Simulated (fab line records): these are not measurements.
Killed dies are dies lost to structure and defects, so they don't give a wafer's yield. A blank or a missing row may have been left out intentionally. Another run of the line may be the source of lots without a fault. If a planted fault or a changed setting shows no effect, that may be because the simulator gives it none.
Code-filled problem report in 8D (eight disciplines) form	flow sky130	the parts of the form that need people (team, actions taken, sign-off) are left out

1. THE ISSUE
Mean of sort_bin_3_pad_short at SKY_PAD_OPEN_PROBE_99: 83.8 % across 9 wafers in 3 lots; on wafers with no fault it is 0.9 % (standard deviation 0.42). So: +99 or more standard deviations from the usual mean.
First seen on wafer L186.2, day 49 16:27, on prober-01. At this step, 12 wafers from 4 lots have a number in the record. By rule, "out" or "out of limits" means more than 4 standard deviations away from the usual mean. All remaining wafers that have a number are taken as sound.

2. WHAT IT IS AND WHAT IT IS NOT
question	is	is not
which readings at this step	sort_bin_3_pad_short, defectLimitedYield, killed_at_M0_to_M3, killedDies, killedOnRim, sortNPass, sortYieldPct	killed_at_M4_up, killedAtContacts, killedAtFrontEnd, killedAtOther, sort_bin_5_function, sort_bin_6_memory
which lots	L186, L187, L188	L175
which wafers of those lots	all that have a number	-
read on which tools	prober-01, prober-02	-
when	from day 49 16:27	up to then (3 sound wafers)

3. THE SUSPECTS, EACH WITH WHAT RULES IT OUT
Counting: any tool at a process step up to the reading is kept as a suspect provided that every lot that is out went through it and no sound lot did after the first of them.
- cmp-01 at SKY_VIA1_CMP_24 (polishes, stops on SiO2, t overpolish 15 s, target thk 0 nm): kept. It ran every lot that is out, first L186 (day 39 01:32), and no sound lot after that.
The count leaves cmp-01 at SKY_VIA1_CMP_24.

4. THE CAUSE (what the simulator had put in)
Skipped step whole: cmp-01, from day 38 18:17 on, at SKY_VIA1_CMP_24. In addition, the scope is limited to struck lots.
Counting left only this tool.

5. THE EFFECT CHAIN, in route order
Rows list readings where the struck wafers' mean (over those with a number) sits beyond 3 standard deviations from the usual. Only readings whose record carries a usual standard deviation are examined. hours: median over the lots of the time between each lot's start at the first step of this table that gives one and its start at this step. sigmas: the change, counted in usual standard deviations.
hours	step	reading	usual	on struck wafers	change	sigmas
0	SKY_PAD_OPEN_PROBE_99	defectLimitedYield	82.5 %	0.0	-82.5	-41
0	SKY_PAD_OPEN_PROBE_99	killed_at_M0_to_M3	43	450	+407	+56
0	SKY_PAD_OPEN_PROBE_99	killedDies	86	492	+406	+41
0	SKY_PAD_OPEN_PROBE_99	killedOnRim	17	96	+79	+21
0	SKY_PAD_OPEN_PROBE_99	sort_bin_3_pad_short	0.9 %	83.8	+82.9	+99 or more
0	SKY_PAD_OPEN_PROBE_99	sortNPass	406	0	-406	-41
0	SKY_PAD_OPEN_PROBE_99	sortYieldPct	82.5 %	0.0	-82.5	-41
The process steps in it:
- SKY_PAD_OPEN_PROBE_99
Readings that are blank on the struck wafers while sound wafers have them: edgeZonePressureFrac at SKY_VIA1_CMP_24; headPressurePsi at SKY_VIA1_CMP_24; motorCurrentA at SKY_VIA1_CMP_24; overpolishRunS at SKY_VIA1_CMP_24; slurryFlowMlMin at SKY_VIA1_CMP_24; timeToEndpointS at SKY_VIA1_CMP_24.

6. HOW IT WOULD HAVE BEEN CAUGHT EARLIER
In this record no reading fell out of limits until day 49 16:27, 262 hours after the fault had begun at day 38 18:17.
At SKY_VIA1_CMP_24 the tool's readings are blank on the struck wafers, where sound wafers have them: an empty tool record is the first sign, and it was there at once.
The start of SKY_VIA1_CMP_24 on cmp-01 came by day 49 16:27 for every one of the lots that are out (3). Tool hold at that time: it would have spared none of them.
